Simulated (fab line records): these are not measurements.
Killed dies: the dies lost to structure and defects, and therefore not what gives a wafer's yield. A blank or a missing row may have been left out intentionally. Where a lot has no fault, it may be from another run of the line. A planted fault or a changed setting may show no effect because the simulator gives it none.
Split-lot study -- flow gf180mcu -- route with 602 steps; 5 lots, 23 wafers read

ON THE SPLIT
At GF_M2_SPUTTER_04 (material TiN, target thk 50 nm, time 41.7 s), the setting timeS was moved away from the recipe's 41.7 s on 10 of the 23 wafers read, by -8.0% to +4.3%. The other wafers ran this setting at the recipe's value.

The split's own step is where the reading is taken.

THE READING
TiN_of_M2_SPUTTER_04.thkNm (the simulator's own value, which no gauge read), in nm, at GF_M2_SPUTTER_04 (material TiN, target thk 50 nm, time 41.7 s). The file does not state a usual value for it. Here, 13 wafers ran the recipe; their average is 49.50 nm with a standard deviation of 0.25 nm.

wafer,"tool, chamber at the split","timeS as run, s",against the recipe,"TiN_of_M2_SPUTTER_04.thkNm, nm",against lot-mates on the recipe
L074.1,"pvdSputter-02, -",41.7,recipe,49.59,-
L074.4,"pvdSputter-02, -",41.7,recipe,49.32,-
L074.6,"pvdSputter-02, -",41.7,recipe,49.35,-
L078.1,"pvdSputter-02, -",41.7,recipe,49.85,-
L078.2,"pvdSputter-02, -",41.7,recipe,49.25,-
L078.3,"pvdSputter-02, -",41.7,recipe,49.32,-
L078.4,"pvdSputter-02, -",39.38,-5.6%,46.6,-2.87
L078.6,"pvdSputter-02, -",39.38,-5.6%,46.24,-3.23
L079.1,"pvdSputter-03, -",40.09,-3.9%,47.99,-1.79
L079.2,"pvdSputter-03, -",41.7,recipe,50.1,-
L079.3,"pvdSputter-03, -",41.7,recipe,49.46,-
L079.5,"pvdSputter-03, -",40.09,-3.9%,47.7,-2.08
L079.6,"pvdSputter-03, -",40.09,-3.9%,47.92,-1.86
L082.1,"pvdSputter-03, -",41.7,recipe,49.58,-
L082.3,"pvdSputter-03, -",43.48,+4.3%,51.69,+2.08
L082.4,"pvdSputter-03, -",43.48,+4.3%,51.59,+1.98
L082.5,"pvdSputter-03, -",43.48,+4.3%,52.36,+2.75
L082.6,"pvdSputter-03, -",41.7,recipe,49.64,-
L085.1,"pvdSputter-03, -",38.37,-8.0%,45.42,-3.94
L085.2,"pvdSputter-03, -",41.7,recipe,49.12,-
L085.4,"pvdSputter-03, -",41.7,recipe,49.52,-
L085.5,"pvdSputter-03, -",38.37,-8.0%,45.38,-3.98
L085.6,"pvdSputter-03, -",41.7,recipe,49.45,-

THE FIT
A straight line over all 23 wafers: TiN_of_M2_SPUTTER_04.thkNm changes by +0.522 nm for each +1% of timeS; r = +0.99; the points scatter about the line by 0.29 nm.
The same after taking each lot's own level away (the mean of its wafers on the recipe; 23 wafers): +0.516 nm for each +1%; r = +0.99; scatter 0.24 nm.
According to that fit, moving timeS by its largest amount changes the reading by 4.1 nm.
The lots' own levels span 49.363 to 49.780 nm, that is 1.7 times the standard deviation above.
Hence the lot-to-lot level has little effect on the slope; both slopes agree.
Check: for one of the wafers moved furthest among these (-8.0%), held out of the fit, the line's prediction against its lot-mates is -4.15 nm. It came out at -3.94 nm against them.

OTHER SPLITS ON THESE WAFERS
Note: prior to the reading, these wafers also went through further splits. Each is held against what the fit with the lots' levels taken away leaves over:
other split on the same wafers,wafers away from the commonest value,r with TiN_of_M2_SPUTTER_04.thkNm (lot level and that fit taken away)
GF_CONTACT_CVD_00 sih4FlowSccm,8,+0.12
GF_CONTACT_CMP_04 leaveAboveRefNm,7,-0.06
GF_CONTACT_PEB_12 pebTimeS,6,-0.24
GF_CONTACT_CVD_24 tempC,7,+0.36
GF_M1_PEB_12 pebTempC,10,-0.06
GF_M1_METAL_ETCH_16 biasW,7,+0.41
GF_V1_COAT_09 resistThkNm,8,+0.10
GF_V1_DEVELOP_13 developTimeS,7,+0.21
GF_V1_SPUTTER_21 timeS,7,+0.07

FILE'S OWN FIT
TiN_of_M2_SPUTTER_04.thkNm changes by +0.514 nm for each +1% of timeS, r = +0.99.
